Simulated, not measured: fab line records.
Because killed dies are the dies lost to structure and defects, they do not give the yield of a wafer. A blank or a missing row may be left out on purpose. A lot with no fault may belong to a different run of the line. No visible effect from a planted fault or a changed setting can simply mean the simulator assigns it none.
A lot that was struck, set against a sound lot || flow sfq-line || 42 steps out of a route of 325
Sound: the wafers L616.2, L616.3, L616.5. Struck: wafer L621.6. (L621.3, L621.4 of the same lot were not struck and are left out.) The cause comes at the end.
Order at every step that has rows: each side's tool, ch and its chambers, its first start. Under that, the readings that differ: sound wafers || struck wafers || difference of the means || sigmas: that difference in standard deviations of wafers without a fault.
alike: words and numbers the same on both sides, and readings whose means are apart by under 2 such deviations; not compared: readings that were withheld, readings missing a value for some wafer, numbers with overlapping values and no deviation given by the record, and bounds like >300 which may hide the same value.
The two part at a step that has a row with sigmas, a row that says differs or no value, or rows on one side only. Non-overlapping numbers with no deviation appear without sigmas and do not part them. Lack of a reading on every wafer of one side parts them only where that side has two or more wafers.

first, 6 steps without rows for these wafers: SFQ_TRILAYER_M3_LITHO_COAT_080 (resist thk 62 nm); SFQ_TRILAYER_M3_LITHO_COAT_075 (resist thk 600 nm); SFQ_TRILAYER_M3_LITHO_SOFTBAKE_079; SFQ_TRILAYER_M3_LITHO_EXPOSE_076 (exposes mask M3, target cd 500 nm); SFQ_TRILAYER_M3_LITHO_PEB_078 (peb time 60 s); SFQ_TRILAYER_M3_LITHO_DEVELOP_077 (time 60 s).
SFQ_M3_OVL_MEAS_921:
  sound on overlay-01 at day 39 10:31; struck on overlay-01 at day 41 04:12
{"reading": "M3_OVL (nm)", "sound": "2 -2 -1", "struck": -14, "difference": -14, "sigmas": -2}
SFQ_TRILAYER_M3_BARC_OPEN_METAL_ETCH_100: etches BARC in O2, target depth 125 nm, time 41.7 s.
  sound on rie-metal-02 ch 0,1, day 39 10:32; struck on rie-metal-04 ch 1, day 41 04:14
  alike: drypump-motor-current-A, oes-product-au
  not compared: rf-hours-counter-h
then, 3 steps without rows for these wafers: SFQ_TRILAYER_M3_ETCH_METAL_ETCH_078 (etches Nb in Cl2/Ar, stops on SiO2, target depth 240 nm, time 120 s); SFQ_TRILAYER_M3_STRIP_STRIP_079 (strips in O2); SFQ_TRILAYER_M3_STRIP_SOLV_CLEAN_080 (cleans in NMP, time 600 s).
SFQ_TRILAYER_I3_DEP_PECVD_081: deposits SiO2 from SiH4/N2O, time 111.11 s, target thk 500 nm.
  sound on pecvd-03 ch 0,1,2, day 39 11:30; struck on pecvd-02 ch 1, day 41 05:11
{"reading": "throttle-valve-pct (%)", "sound": "25.6 28.0 25.8", "struck": 23.5, "difference": -3.0, "sigmas": -2}
  alike: heater-power-w
SFQ_TRILAYER_I3_CMP_CMP_082: polishes SiO2.
  sound on cmp-02 ch 1,2,3, day 39 22:12; struck on cmp-02 ch 3, day 41 18:47
{"reading": "time-to-endpoint-s (s)", "sound": "208 214 208", "struck": 285, "difference": "+75", "sigmas": "+8"}
{"reading": "model.SiO2_of_TRILAYER_I3_DEP_PECVD_081.thk-nm (nm)", "sound": "198.2 199.1 198.2", "struck": 306.9, "difference": "+108.4", "sigmas": ""}
  alike: motor-current-A, slurry-filter-dp-kPa
SFQ_I3_BOW_MEAS_922:
  sound on film-metro-03 at day 40 00:13; struck on film-metro-02 at day 41 20:49
  alike: I3_BOW
SFQ_TRILAYER_I3_METRO_MEASURE_083:
  sound on film-metro-03 at day 40 00:31; struck on film-metro-02 at day 41 21:18
{"reading": "thk-nm (nm)", "sound": "198.5 199.1 198.2", "struck": 306.9, "difference": "+108.3", "sigmas": "+83"}
then, 6 steps without rows for these wafers: SFQ_TRILAYER_I3_VIA_LITHO_COAT_090 (resist thk 62 nm); SFQ_TRILAYER_I3_VIA_LITHO_COAT_085 (resist thk 650 nm); SFQ_TRILAYER_I3_VIA_LITHO_SOFTBAKE_089; SFQ_TRILAYER_I3_VIA_LITHO_EXPOSE_086 (exposes mask I3, target cd 500 nm); SFQ_TRILAYER_I3_VIA_LITHO_PEB_088 (peb time 60 s); SFQ_TRILAYER_I3_VIA_LITHO_DEVELOP_087 (time 60 s).
-- the record jumps here: 6 days lie between the struck wafers' starts before and after --
SFQ_I3_OVL_MEAS_923:
  sound on overlay-02 at day 46 05:41; struck on overlay-02 at day 47 17:49
  alike: I3_OVL
then, 1 step without rows for these wafers: SFQ_TRILAYER_I3_VIA_BARC_OPEN_VIA_ETCH_121 (etches BARC in O2, target depth 125 nm, time 41.7 s).
SFQ_TRILAYER_I3_VIA_ETCH_VIA_ETCH_088: etches SiO2 in CHF3, stops on Nb, target depth 260 nm.
  sound on rie-diel-01 ch 0,1,2, day 46 05:45; struck on rie-diel-04 ch 2, day 47 17:52
{"reading": "oes-product-au (a.u.)", "sound": "0.853 0.854 0.850", "struck": 1.016, "difference": "+0.164", "sigmas": "+31"}
{"reading": "model.I3.feature-depth-nm (nm)", "sound": "198.2 199.1 198.2", "struck": 266.3, "difference": "+67.8", "sigmas": ""}
{"reading": "model.etch.depth-nm (nm)", "sound": "198.2 199.1 198.2", "struck": 266.3, "difference": "+67.8", "sigmas": ""}
  alike: drypump-motor-current-A
then, 2 steps without rows for these wafers: SFQ_TRILAYER_I3_VIA_STRIP_STRIP_089 (strips in O2); SFQ_TRILAYER_I3_VIA_STRIP_SOLV_CLEAN_090 (cleans in NMP, time 600 s).
SFQ_TRILAYER_M4_DEP_PRE_CLEAN_092: time 22.5 s.
  sound on pvd-sputter-05 at day 46 06:38; struck on pvd-sputter-06 at day 47 18:46
{"reading": "model.SiO2_of_TRILAYER_I3_DEP_PECVD_081.thk-nm (nm)", "sound": "190.7 191.6 190.7", "struck": 299.4, "difference": "+108.4", "sigmas": ""}
SFQ_TRILAYER_M4_DEP_SPUTTER_091: material Nb, target thk 200 nm, time 133.3 s.
  sound on pvd-sputter-05 at day 46 06:40; struck on pvd-sputter-06 at day 47 18:47
{"reading": "throttle-valve-pct (%)", "sound": "27.5 27.3 27.4", "struck": 29.7, "difference": "+2.3", "sigmas": "+2"}
SFQ_M4_RS_MEAS_924: a four-point-probe measurement.
  sound on film-metro-02 at day 46 06:46; struck on film-metro-03 at day 47 18:55
  alike: M4_NB_RS
then, 6 steps without rows for these wafers: SFQ_TRILAYER_M4_LITHO_COAT_098 (resist thk 62 nm); SFQ_TRILAYER_M4_LITHO_COAT_093 (resist thk 600 nm); SFQ_TRILAYER_M4_LITHO_SOFTBAKE_097; SFQ_TRILAYER_M4_LITHO_EXPOSE_094 (exposes mask M4, target cd 500 nm); SFQ_TRILAYER_M4_LITHO_PEB_096 (peb time 60 s); SFQ_TRILAYER_M4_LITHO_DEVELOP_095 (time 60 s).
-- the record jumps here: 6 days lie between the struck wafers' starts before and after --
SFQ_M4_OVL_MEAS_926:
  sound on overlay-01 at day 52 03:39; struck on overlay-02 at day 53 19:50
{"reading": "M4_OVL (nm)", "sound": "11 11 12", "struck": 1, "difference": -10, "sigmas": -2}
then, 1 step without rows for these wafers: SFQ_TRILAYER_M4_BARC_OPEN_METAL_ETCH_123 (etches BARC in O2, target depth 125 nm, time 41.7 s).
SFQ_TRILAYER_M4_ETCH_METAL_ETCH_096: etches Nb in Cl2/Ar, stops on SiO2, target depth 240 nm, time 120 s.
  sound on rie-metal-03 ch 0,1, day 52 03:44; struck on rie-metal-04 ch 0, day 53 19:57
  alike: drypump-motor-current-A, oes-product-au
  not compared: rf-hours-counter-h
SFQ_TRILAYER_M4_STRIP_STRIP_097: strips in O2.
  sound on rie-metal-03 ch 0,1, day 52 03:52; struck on rie-metal-04 ch 0, day 53 20:14
  alike: drypump-motor-current-A, oes-product-au
  not compared: rf-hours-counter-h
then, 2 steps without rows for these wafers: SFQ_TRILAYER_M4_STRIP_SOLV_CLEAN_098 (cleans in NMP, time 600 s); SFQ_TRILAYER_I4_DEP_PECVD_099 (deposits SiO2 from SiH4/N2O, time 111.11 s, target thk 500 nm).
-- the record jumps here: 34 days lie between the struck wafers' starts before and after --
SFQ_M8_BOW_MEAS_951:
  sound on film-metro-04 at day 87 02:33; struck on film-metro-03 at day 88 06:55
{"reading": "model.etest.i3.link-ohm", "sound": "1.967 1.951 1.952", "struck": 1e+06, "difference": "+1e+06", "sigmas": ""}
  alike: M8_BOW

== WHERE THEY PART ==
Last at SFQ_M4_OVL_MEAS_926 as far as this record goes, first at SFQ_M3_OVL_MEAS_921. Later steps at which nothing parts them and some readings are alike: SFQ_TRILAYER_M4_ETCH_METAL_ETCH_096, SFQ_TRILAYER_M4_STRIP_STRIP_097, SFQ_M8_BOW_MEAS_951.

WHY: what the simulator had put in
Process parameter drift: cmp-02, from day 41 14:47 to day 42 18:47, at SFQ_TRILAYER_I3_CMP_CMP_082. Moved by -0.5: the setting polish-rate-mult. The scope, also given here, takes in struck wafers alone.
